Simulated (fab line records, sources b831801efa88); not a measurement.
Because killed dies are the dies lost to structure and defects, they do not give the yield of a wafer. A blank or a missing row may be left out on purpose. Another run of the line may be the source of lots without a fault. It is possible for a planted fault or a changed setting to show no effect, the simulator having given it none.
fab line records    flow sky130
record lots=7  wafers=21  last-day=50
route steps=708 shown VIA2@519 PAD_OPEN@708
lots with no fault: from the same line, run without faults
start-h: hours from the record's opening day to when the first of the lot's shown wafers began    wait-h: how many hours have passed since the lot's step before this one    " unchanged from the row above    L1.1+2: several wafers, shown together as one row    - no value, or no start given    * or withheld: withheld    < > ~ a bound
route shown NAME@n: NAME is a module with steps in the file, n the number in the route of the first one    usual: mean and standard deviation over wafers with no fault    same: alike in all rows    chamber/n: place in a boat    sites: readings site by site    _std_site: the standard deviation of these    _edge_site: the outer-site mean with the inner-site mean subtracted    radius-mm: how far each site lies from the wafer's centre    mask NAME#n: copy n    behind: the last tool/chamber to shape the wafer    hold: what put the lot on hold/how long, in hours/how the hold closed    device: names the non-switching transistor (n, p or np)    end of line: the tests these same wafers got at the end of their route    a step with no rows: only its recipe    killed: not the wafer's yield, but the dies lost to structure and defects at the first sort    map: per-die view of a wafer (x killed, . not killed, _ where there is no die)
set.NAME: the setting the step ran with; set.NAME@STEP: the setting that earlier step ran with    model.NAME: the simulator's own value behind a step, which no gauge read
certain route steps with their lots: each step a table, each wafer a row
services: a tool's chamber out of use, with start hour (start-h, from the record's first day; less than 0 if before it), hours out, and reason
## steps
# step SKY_VIA2_CD_MEAS_12
# recipe target-cd-nm=200
# usual cd-nm=199.8/1.2
lot.wafer  tool       chamber  start-h  wait-h  cd-nm
L591.3     cd-sem-02  -        850.46   -       199.3
L591.4     "          -        "        "       199.4
L591.5     "          -        "        "       199.0
L597.2     cd-sem-01  -        884.13   -       201.4
L597.3     "          -        "        "       201.7
L597.5     "          -        "        "       201.6
L598.1     cd-sem-01  -        903.16   -       199.8
L598.3     "          -        "        "       200.5
L598.6     "          -        "        "       199.3
L599.1     cd-sem-01  -        904.18   -       200.1
L599.2     "          -        "        "       199.3
L599.3     "          -        "        "       200.9
L601.2     cd-sem-02  -        914.18   -       198.0
L601.3     "          -        "        "       195.9
L601.5     "          -        "        "       197.8
L610.2     cd-sem-02  -        979.99   -       200.6
L610.3     "          -        "        "       203.2
L610.6     "          -        "        "       201.2
L613.1     cd-sem-01  -        998.93   -       200.4
L613.3     "          -        "        "       199.4
L613.5     "          -        "        "       200.1
# step SKY_VIA2_OVL_MEAS_13
# usual VIA2_OVL=1/5.5
lot.wafer  tool        chamber  start-h  wait-h  VIA2_OVL[nm]
L591.3     overlay-01  -        850.56   0.1     4
L591.4     "           -        "        "       2
L591.5     "           -        "        "       2
L597.2     overlay-02  -        884.24   0.1     3
L597.3     "           -        "        "       8
L597.5     "           -        "        "       -4
L598.1     overlay-02  -        903.28   0.1     -4
L598.3     "           -        "        "       1
L598.6     "           -        "        "       -2
L599.1     overlay-02  -        904.30   0.1     6
L599.2     "           -        "        "       7
L599.3     "           -        "        "       10
L601.2     overlay-02  -        914.29   0.1     2
L601.3     "           -        "        "       -9
L601.5     "           -        "        "       0
L610.2     overlay-02  -        980.10   0.1     8
L610.3     "           -        "        "       8
L610.6     "           -        "        "       4
L613.1     overlay-02  -        999.05   0.1     -3
L613.3     "           -        "        "       2
L613.5     "           -        "        "       4
# step SKY_VIA2_ETCH_14
# recipe chemistry=N2/H2  target=BARC  ion-energy-ev=200  source-w=500  bias-w=100  pressure-mtorr=30  n2-flow-sccm=100  h2-flow-sccm=200  stop-on=SiO2  time-s=45.9  target-depth-a=600
# usual drypump-motor-current-A=5.8/0.51  oes-product-au=0.854/0.0049  throttle-valve-pct=13.224/0.009
lot.wafer  tool         chamber  start-h  wait-h  drypump-motor-current-A  oes-product-au  rf-hours-counter-h  throttle-valve-pct
L591.3     rie-diel-01  2        850.58   0.0     6.1                      0.852           18                  13.230
L591.4     "            0        "        "       6.2                      0.852           -                   13.240
L591.5     "            3        "        "       6.0                      0.850           -                   13.225
L597.2     rie-diel-01  3        884.27   0.0     6.0                      0.844           23                  13.226
L597.3     "            2        "        "       6.1                      0.860           19                  13.221
L597.5     "            2        "        "       6.1                      0.856           -                   13.229
L598.1     rie-diel-01  1        903.32   0.0     5.7                      0.844           18                  13.212
L598.3     "            3        "        "       6.0                      0.857           24                  13.213
L598.6     "            2        "        "       6.1                      0.863           -                   13.244
L599.1     rie-diel-02  3        904.33   0.0     5.2                      0.857           3                   13.221
L599.2     "            2        "        "       5.5                      0.862           11                  13.227
L599.3     "            0        "        "       5.8                      0.852           1                   13.219
L601.2     rie-diel-01  3        914.32   0.0     6.0                      0.852           25                  13.211
L601.3     "            0        "        "       6.3                      0.854           18                  13.226
L601.5     "            1        "        "       5.7                      0.850           -                   13.224
L610.2     rie-diel-02  2        980.13   0.0     5.5                      0.851           13                  13.220
L610.3     "            0        "        "       5.8                      0.853           3                   13.239
L610.6     "            1        "        "       6.0                      0.863           -                   13.218
L613.1     rie-diel-01  1        999.08   0.0     5.7                      0.851           21                  13.232
L613.3     "            0        "        "       6.2                      0.855           21                  13.232
L613.5     "            1        "        "       5.7                      0.850           -                   13.232
# step SKY_VIA2_ETCH_15
# recipe target=SiO2  chemistry=C4F8/O2/Ar  target-depth-nm=546  stop-on=TiN  mask-material=KrF-thick  source-w=1500  bias-w=1200  pressure-mtorr=40  c4f8-flow-sccm=withheld  O2_flow_sccm=6  Ar_flow_sccm=300  time-s=84
# usual oes-product-au=0.940/0.0045
lot.wafer  tool         chamber  start-h  wait-h  oes-product-au  rf-hours-counter-h
L591.3     rie-diel-01  2        850.62   0.0     0.942           18
L591.4     "            0        "        "       0.938           -
L591.5     "            3        "        "       0.939           -
L597.2     rie-diel-01  3        884.31   0.0     0.945           23
L597.3     "            2        "        "       0.945           19
L597.5     "            2        "        "       0.932           -
L598.1     rie-diel-01  1        903.36   0.0     0.937           18
L598.3     "            3        "        "       0.938           24
L598.6     "            2        "        "       0.946           -
L599.1     rie-diel-02  3        904.37   0.0     0.945           3
L599.2     "            2        "        "       0.942           11
L599.3     "            0        "        "       0.929           1
L601.2     rie-diel-01  3        914.36   0.0     0.945           25
L601.3     "            0        "        "       0.944           18
L601.5     "            1        "        "       0.955           -
L610.2     rie-diel-02  2        980.17   0.0     0.938           13
L610.3     "            0        "        "       0.935           3
L610.6     "            1        "        "       0.938           -
L613.1     rie-diel-01  1        999.12   0.0     0.949           21
L613.3     "            0        "        "       0.940           21
L613.5     "            1        "        "       0.937           -
# step SKY_VIA2_STRIP_16
# recipe chemistry=O2/N2  power-w=1400  pressure-mtorr=1500  platen-temp-c=withheld  o2-flow-sccm=3000  n2-flow-sccm=300  overash-fraction=0.5
# usual drypump-motor-current-A=5.3/0.43  oes-product-au=0.399/0.0043  strip-time-to-endpoint-s=4.053/0.025
lot.wafer  tool             chamber  start-h  wait-h  drypump-motor-current-A  oes-product-au  rf-hours-counter-h  strip-time-to-endpoint-s
L591.3     plasma-asher-03  1        850.72   0.1     5.0                      0.391           -                   4.076
L591.4     "                0        "        "       4.8                      0.390           -                   4.076
L591.5     "                0        "        "       4.8                      0.398           -                   4.027
L597.2     plasma-asher-01  0        884.37   0.0     6.0                      0.403           102                 4.031
L597.3     "                0        "        "       6.0                      0.400           -                   4.084
L597.5     "                1        "        "       5.7                      0.401           -                   4.020
L598.1     plasma-asher-04  1        903.42   0.0     5.7                      0.399           17                  4.052
L598.3     "                0        "        "       5.7                      0.399           -                   4.002
L598.6     "                0        "        "       5.7                      0.391           -                   4.055
L599.1     plasma-asher-03  1        904.44   0.0     5.0                      0.398           77                  4.058
L599.2     "                0        "        "       4.8                      0.393           77                  4.045
L599.3     "                0        "        "       4.8                      0.395           -                   4.035
L601.2     plasma-asher-04  1        914.42   0.0     5.7                      0.404           18                  4.011
L601.3     "                1        "        "       5.7                      0.394           -                   4.061
L601.5     "                1        "        "       5.7                      0.401           -                   4.087
L610.2     plasma-asher-03  0        980.23   0.0     4.9                      0.396           85                  4.003
L610.3     "                1        "        "       5.0                      0.397           -                   4.001
L610.6     "                0        "        "       4.9                      0.395           -                   4.043
L613.1     plasma-asher-03  1        999.19   0.0     5.0                      0.400           87                  4.066
L613.3     "                0        "        "       4.8                      0.399           -                   4.061
L613.5     "                0        "        "       4.9                      0.394           -                   4.070
# step SKY_VIA2_STRIP_17
# recipe chemistry=post-etch-residue-remover  time-s=1200  temp-c=72.5
# step SKY_VIA2_CLEAN_18
# recipe chemistry=IPA  time-s=180  temp-c=25
# step SKY_VIA2_CLEAN_19
# recipe chemistry=O3/DIW  dry=n2-spin
# step SKY_VIA2_SPUTTER_20
# recipe material=TiN  target-thk-nm=20  chamber-pressure-pa=5  power-w=4000  time-s=80
# usual throttle-valve-pct=30.3/1.2
lot.wafer  tool            chamber  start-h  wait-h  throttle-valve-pct
L591.3     pvd-sputter-03  -        851.28   0.0     30.7
L591.4     "               -        "        "       31.6
L591.5     "               -        "        "       29.2
L597.2     pvd-sputter-03  -        884.97   0.0     31.7
L597.3     "               -        "        "       30.8
L597.5     "               -        "        "       30.8
L598.1     pvd-sputter-03  -        904.02   0.0     31.6
L598.3     "               -        "        "       30.7
L598.6     "               -        "        "       31.6
L599.1     pvd-sputter-01  -        905.03   0.0     32.8
L599.2     "               -        "        "       29.6
L599.3     "               -        "        "       29.2
L601.2     pvd-sputter-01  -        915.03   0.0     32.1
L601.3     "               -        "        "       32.8
L601.5     "               -        "        "       29.6
L610.2     pvd-sputter-03  -        980.82   0.0     29.3
L610.3     "               -        "        "       29.5
L610.6     "               -        "        "       29.4
L613.1     pvd-sputter-04  -        999.82   0.0     29.1
L613.3     "               -        "        "       29.4
L613.5     "               -        "        "       30.5
# step SKY_VIA2_CVD_21
# recipe material=W  target-thk-nm=420  time-s=126.4  temp-c=398.3  pressure-torr=40
# usual chamber-pressure-Torr=40.00/0.1  heater-power-outer-w=499/63  heater-power-w=843/110
lot.wafer  tool      chamber  start-h  wait-h  chamber-pressure-Torr  heater-power-outer-w  heater-power-w
L591.3     cvd-w-02  0        851.38   0.1     39.99                  409                   692
L591.4     "         1        "        "       39.91                  518                   873
L591.5     "         0        "        "       40.04                  401                   701
L597.2     cvd-w-01  0        885.03   0.0     40.11                  539                   878
L597.3     "         1        "        "       39.91                  583                   1021
L597.5     "         0        "        "       40.08                  544                   882
L598.1     cvd-w-02  1        904.08   0.0     40.16                  517                   907
L598.3     "         1        "        "       39.95                  522                   885
L598.6     "         0        "        "       39.98                  401                   693
L599.1     cvd-w-02  1        905.09   0.0     40.07                  523                   881
L599.2     "         0        "        "       39.89                  418                   714
L599.3     "         1        "        "       40.09                  517                   888
L601.2     cvd-w-02  1        915.10   0.0     40.12                  515                   909
L601.3     "         1        "        "       40.13                  527                   906
L601.5     "         1        "        "       39.92                  522                   921
L610.2     cvd-w-01  1        980.89   0.0     39.87                  558                   973
L610.3     "         0        "        "       39.93                  522                   849
L610.6     "         0        "        "       39.90                  527                   819
L613.1     cvd-w-01  1        999.88   0.0     40.21                  571                   978
L613.3     "         1        "        "       40.04                  550                   982
L613.5     "         1        "        "       40.10                  556                   965
# step SKY_VIA2_RS_MEAS_22
# recipe thk-meas-gauge=four-point-probe  reads=W_of_VIA2_CVD_21+TiN_of_VIA2_SPUTTER_20
# usual VIA2_W_RS=0.2829/0.0028
lot.wafer  tool           chamber  start-h  wait-h  VIA2_W_RS[ohm/sq]
L591.3     film-metro-01  -        851.51   0.1     0.2759
L591.4     "              -        "        "       0.2795
L591.5     "              -        "        "       0.2798
L597.2     film-metro-04  -        885.18   0.1     0.2806
L597.3     "              -        "        "       0.2829
L597.5     "              -        "        "       0.2777
L598.1     film-metro-03  -        904.21   0.1     0.2820
L598.3     "              -        "        "       0.2838
L598.6     "              -        "        "       0.2822
L599.1     film-metro-01  -        905.22   0.1     0.2842
L599.2     "              -        "        "       0.2863
L599.3     "              -        "        "       0.2873
L601.2     film-metro-01  -        915.25   0.1     0.2813
L601.3     "              -        "        "       0.2838
L601.5     "              -        "        "       0.2799
L610.2     film-metro-04  -        981.04   0.1     0.2808
L610.3     "              -        "        "       0.2827
L610.6     "              -        "        "       0.2820
L613.1     film-metro-03  -        1000.01  0.1     0.2871
L613.3     "              -        "        "       0.2835
L613.5     "              -        "        "       0.2834
# step SKY_VIA2_THK_MEAS_23
# recipe thk-meas-gauge=xrf  reads=W_of_VIA2_CVD_21
# usual VIA2_W_THK=409/7.3
lot.wafer  tool           chamber  start-h  wait-h  VIA2_W_THK[nm]
L591.3     film-metro-01  -        851.61   0.1     426
L591.4     "              -        "        "       420
L591.5     "              -        "        "       418
L597.2     film-metro-04  -        885.29   0.1     423
L597.3     "              -        "        "       417
L597.5     "              -        "        "       425
L598.1     film-metro-03  -        904.33   0.1     399
L598.3     "              -        "        "       399
L598.6     "              -        "        "       401
L599.1     film-metro-01  -        905.34   0.1     400
L599.2     "              -        "        "       401
L599.3     "              -        "        "       396
L601.2     film-metro-01  -        915.36   0.1     418
L601.3     "              -        "        "       412
L601.5     "              -        "        "       420
L610.2     film-metro-04  -        981.15   0.1     412
L610.3     "              -        "        "       407
L610.6     "              -        "        "       412
L613.1     film-metro-03  -        1000.13  0.1     395
L613.3     "              -        "        "       396
L613.5     "              -        "        "       399
# step SKY_VIA2_CMP_24
# recipe stop-on=SiO2  t-overpolish-s=20  down-force-psi=3.5  platen-rpm=60  target-thk-nm=0  pad-velocity-m-s=0.94248
# usual edge-zone-pressure-frac=1.001/0.0047  head-pressure-psi=3.499/0.0071  motor-current-A=11.7/1.1  overpolish-run-s=20.000/0.0088  time-to-endpoint-s=99/4.6
lot.wafer  tool    chamber  start-h  wait-h  edge-zone-pressure-frac  head-pressure-psi  motor-current-A  overpolish-run-s  time-to-endpoint-s  model.W_of_VIA2_CVD_21.thk-nm  model.SiO2_of_VIA2_HDPCVD_00.thk-nm
L591.3     cmp-01  0        851.70   0.1     1.001                    3.499              10.3             19.997            107                 0                              490.3
L591.4     "       2        "        "       0.998                    3.490              13.2             20.001            104                 0                              490.1
L591.5     "       3        "        "       0.999                    3.496              10.7             19.987            106                 0                              491.7
L597.3     cmp-02  1        885.34   0.0     -                        -                  -                -                 -                   405.3                          496
L597.2     "       0        "        "       -                        -                  -                -                 -                   407.9                          495.7
L597.5     "       2        "        "       -                        -                  -                -                 -                   411.8                          495
L598.3     cmp-02  2        904.44   0.1     -                        -                  -                -                 -                   404.3                          494.4
L598.1     "       0        "        "       -                        -                  -                -                 -                   405.7                          495.3
L598.6     "       2        "        "       -                        -                  -                -                 -                   404.8                          492.8
L599.2     cmp-02  0        905.40   0.0     -                        -                  -                -                 -                   401.4                          497.9
L599.1     "       1        "        "       -                        -                  -                -                 -                   403.9                          494.6
L599.3     "       2        "        "       -                        -                  -                -                 -                   399.6                          495.3
L601.2     cmp-01  2        915.41   0.0     0.998                    3.500              13.2             20.012            98                  0                              492.6
L601.3     "       3        "        "       0.993                    3.493              11.3             20.023            102                 0                              493.3
L601.5     "       2        "        "       0.998                    3.499              13.2             20.001            97                  0                              493.9
L610.2     cmp-01  1        981.25   0.1     1.001                    3.503              11.0             20.003            96                  0                              492.6
L610.3     "       3        "        "       0.994                    3.494              10.8             20.005            97                  0                              490.5
L610.6     "       1        "        "       1.003                    3.503              12.0             19.999            96                  0                              490.9
L613.3     cmp-02  2        1000.24  0.1     1.013                    3.492              11.7             19.995            93                  0                              490.8
L613.1     "       3        "        "       1.003                    3.502              13.4             19.985            105                 0                              492.1
L613.5     "       1        "        "       0.999                    3.486              12.3             19.991            99                  0                              489.6
# step SKY_PAD_OPEN_PROBE_99
# usual defect-limited-yield=82.6/2  killed_at_M0_to_M3=43/7.1  killed_at_M4_up=3.0/1.9  killed-at-contacts=24/5  killed-at-front-end=15/4.3  killed-at-other=0.3/0.5  killed-dies=85/9.6  killed-on-rim=17/4.3  killed-open=46/7.1  killed-short=39/6.8  sort_bin_3_pad_short=0.9/0.42  sort_bin_5_function=10.2/1.4  sort_bin_6_memory=6.3/1.2  sort-n-pass=407/9.6  sort-yield-pct=82.6/2
# same gross-dies=492  killed-at-back-side=0  sort_bin_4_leakage[%]=0  sort_bin_8_speed[%]=0
lot.wafer  tool       chamber  start-h  wait-h  defect-limited-yield[%]  killed_at_M0_to_M3  killed_at_M4_up  killed-at-contacts  killed-at-front-end  killed-at-other  killed-dies  killed-on-rim  killed-open  killed-short  sort_bin_3_pad_short[%]  sort_bin_5_function[%]  sort_bin_6_memory[%]  sort-n-pass  sort-yield-pct[%]
L597.2     prober-02  -        1104.16  0.1     0                        451                 2                27                  12                   0                492          96             47           37            83.7                     11.2                    5.1                   0            0
L597.3     prober-02  -        1104.21  0.2     0                        452                 1                28                  11                   0                492          96             41           34            85.2                     9.6                     5.3                   0            0
L597.5     prober-02  -        1104.31  0.2     0                        457                 2                20                  13                   0                492          96             41           34            85.4                     9.6                     5.1                   0            0
L598.1     prober-01  -        1119.32  0.1     0                        443                 2                29                  17                   1                492          96             52           32            84.6                     11.2                    4.3                   0            0
L598.3     prober-01  -        1119.42  0.2     0                        447                 4                20                  20                   1                492          96             42           31            85.8                     7.7                     6.5                   0            0
L598.6     prober-01  -        1119.57  0.2     0                        450                 2                26                  13                   1                492          96             41           48            83.1                     9.8                     7.1                   0            0
L599.1     prober-02  -        1119.45  0.1     0                        444                 2                27                  19                   0                492          96             51           38            82.7                     12.4                    4.9                   0            0
L599.2     prober-02  -        1119.50  0.1     0                        437                 5                31                  19                   0                492          96             51           55            79.3                     13.2                    7.5                   0            0
L599.3     prober-02  -        1119.55  0.2     0                        462                 3                17                  10                   0                492          96             36           32            86.2                     8.9                     4.9                   0            0
# killed by level:class
L597.2 VIA2:area-cmp=408 CONTACT:geometric-particle:open=13 VIA1:geometric-particle:open=10 VIA2:geometric-particle:open=6 METAL1:geometric-particle:short=6 VIA1:geometric-particle:short=6 CONTACT:geometric-particle:short=5 LI_CONTACT:geometric-particle:short=4
L597.3 VIA2:area-cmp=417 CONTACT:geometric-particle:open=10 VIA2:geometric-particle:open=8 LI_CONTACT:geometric-particle:open=7 VIA1:geometric-particle:open=6 LI_CONTACT:geometric-particle:short=5 POLY_GATE:geometric-particle:short=4 VIA3:geometric-particle:open=4
L597.5 VIA2:area-cmp=417 VIA1:geometric-particle:open=9 VIA2:geometric-particle:open=8 CONTACT:geometric-particle:open=6 LI_CONTACT:geometric-particle:open=5 METAL1:geometric-particle:short=5 POLY_GATE:geometric-particle:short=4 CONTACT:geometric-particle:short=4
L598.1 VIA2:area-cmp=408 LI_CONTACT:geometric-particle:open=11 VIA1:geometric-particle:open=10 CONTACT:geometric-particle:open=10 VIA2:geometric-particle:open=9 POLY_GATE:geometric-particle:short=5 VIA3:geometric-particle:open=5 LOCAL_INTERCONNECT:geometric-particle:short=4
L598.3 VIA2:area-cmp=419 LI_CONTACT:geometric-particle:open=8 VIA1:geometric-particle:open=8 FIELD_ISO:geometric-particle:short=5 CONTACT:geometric-particle:open=5 POLY_GATE:geometric-particle:open=5 POLY_GATE:geometric-particle:short=5 VIA2:geometric-particle:open=5
L599.1 VIA2:area-cmp=403 VIA1:geometric-particle:open=12 CONTACT:geometric-particle:open=9 CONTACT:geometric-particle:short=7 METAL2:geometric-particle:short=6 VIA2:geometric-particle:short=6 VIA3:geometric-particle:open=6 POLY_GATE:geometric-particle:open=5
L599.2 VIA2:area-cmp=386 VIA1:geometric-particle:open=13 VIA3:geometric-particle:open=12 LOCAL_INTERCONNECT:geometric-particle:short=10 LI_CONTACT:geometric-particle:open=8 VIA1:geometric-particle:short=7 FIELD_ISO:geometric-particle:short=6 POLY_GATE:geometric-particle:short=6
L599.3 VIA2:area-cmp=424 VIA1:geometric-particle:open=13 CONTACT:geometric-particle:open=7 METAL2:geometric-particle:short=7 FIELD_ISO:geometric-particle:short=5 LI_CONTACT:geometric-particle:open=5 CONTACT:geometric-particle:short=4 METAL1:geometric-particle:short=3
L598.6 VIA2:area-cmp=403 VIA1:geometric-particle:open=16 CONTACT:geometric-particle:short=9 METAL1:geometric-particle:short=7 POLY_GATE:geometric-particle:short=6 VIA2:geometric-particle:open=6 LI_CONTACT:geometric-particle:open=5 LOCAL_INTERCONNECT:geometric-particle:short=5
# map L597.2 (x killed, . not)
__________xxxxxxxxxx_________
________xxxxxxxxxxxxxx_______
______xxxxxxxxxxxxxxxxxx_____
_____xxxxxxxxxxxxxxxxxxxx____
____xxxxxxxxxxxxxxxxxxxxxx___
___xxxxxxxxxxxxxxxxxxxxxxxx__
__xxxxxxxxxxxxxxxxxxxxxxxxxx_
_xxxxxxxxxxxxxxxxxxxxxxxxxxxx
_xxxxxxxxxxxxxxxxxxxxxxxxxxxx
_xxxxxxxxxxxxxxxxxxxxxxxxxxxx
_xxxxxxxxxxxxxxxxxxxxxxxxxxxx
_xxxxxxxxxxxxxxxxxxxxxxxxxxxx
_xxxxxxxxxxxxxxxxxxxxxxxxxxxx
_xxxxxxxxxxxxxxxxxxxxxxxxxxxx
_xxxxxxxxxxxxxxxxxxxxxxxxxxxx
__xxxxxxxxxxxxxxxxxxxxxxxxxx_
___xxxxxxxxxxxxxxxxxxxxxxxx__
____xxxxxxxxxxxxxxxxxxxxxx___
_____xxxxxxxxxxxxxxxxxxxx____
______xxxxxxxxxxxxxxxxxx_____
________xxxxxxxxxxxxxx_______
__________xxxxxxxxxx_________
# map L598.1 (x killed, . not)
__________xxxxxxxxxx_________
________xxxxxxxxxxxxxx_______
______xxxxxxxxxxxxxxxxxx_____
_____xxxxxxxxxxxxxxxxxxxx____
____xxxxxxxxxxxxxxxxxxxxxx___
___xxxxxxxxxxxxxxxxxxxxxxxx__
__xxxxxxxxxxxxxxxxxxxxxxxxxx_
_xxxxxxxxxxxxxxxxxxxxxxxxxxxx
_xxxxxxxxxxxxxxxxxxxxxxxxxxxx
_xxxxxxxxxxxxxxxxxxxxxxxxxxxx
_xxxxxxxxxxxxxxxxxxxxxxxxxxxx
_xxxxxxxxxxxxxxxxxxxxxxxxxxxx
_xxxxxxxxxxxxxxxxxxxxxxxxxxxx
_xxxxxxxxxxxxxxxxxxxxxxxxxxxx
_xxxxxxxxxxxxxxxxxxxxxxxxxxxx
__xxxxxxxxxxxxxxxxxxxxxxxxxx_
___xxxxxxxxxxxxxxxxxxxxxxxx__
____xxxxxxxxxxxxxxxxxxxxxx___
_____xxxxxxxxxxxxxxxxxxxx____
______xxxxxxxxxxxxxxxxxx_____
________xxxxxxxxxxxxxx_______
__________xxxxxxxxxx_________
## services
tool             chamber  start-h  hours  kind
rie-diel-01      2        835.32   6.4    repair
plasma-asher-03  -        835.87   1.7    repair
cmp-01           -        839.32   2.2    repair
cmp-02           -        850.23   11.2   repair
rie-diel-01      1        850.38   42.8   repair
cmp-01           -        861.40   5.5    pm
rie-diel-01      -        863.24   5.8    repair
cmp-02           -        867.10   3.4    pm
rie-diel-01      0        884.90   2.1    repair
rie-diel-01      -        889.63   0.7    repair
cmp-02           -        892.11   4.9    pm
cmp-01           -        892.18   2.2    repair
rie-diel-02      -        894.33   0.5    repair
cmp-02           -        898.58   4.0    repair
cvd-w-01         -        904.00   14.0   pm
cmp-02           -        912.04   4.0    pm
rie-diel-02      2        924.27   7.2    repair
rie-diel-02      0        928.76   4.7    repair
cvd-w-02         -        942.81   6.9    pm
rie-diel-01      2        953.87   2.1    repair
rie-diel-02      2        967.40   1.6    repair
cvd-w-02         -        983.13   0.5    repair
cmp-02           -        984.77   1.3    repair
rie-diel-01      2        992.17   2.5    repair
## key
first-sign step=SKY_VIA2_CMP_24  reading=tool-record  direction=missing
effect step=SKY_PAD_OPEN_PROBE_99  reading=sort_bin_3_pad_short  direction=up  sigmas=99+  usual=0.9  struck=84.0
model-effect step=SKY_VIA2_CMP_24  value=W_of_VIA2_CVD_21.thk-nm  without=0  struck=405
more-kills-born-at SKY_VIA2_CMP_24@cmp-02=3676
met-at SKY_VIA2_CMP_24
struck-wafers L597.2,L597.3,L597.5,L598.1,L598.3,L598.6,L599.1,L599.2,L599.3
later-rows-left-out L597.2,L597.3,L597.5,L598.1,L598.3,L598.6,L599.1,L599.2,L599.3
fault kind=skipped-step-whole  tool=cmp-02  chamber=-  onset-h=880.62  steps=SKY_VIA2_CMP_24  scope=struck-lots-only
# later-rows-left-out: the simulator's readings of these wafers behind a module that went badly wrong aren't trusted and aren't shown, but for the sort
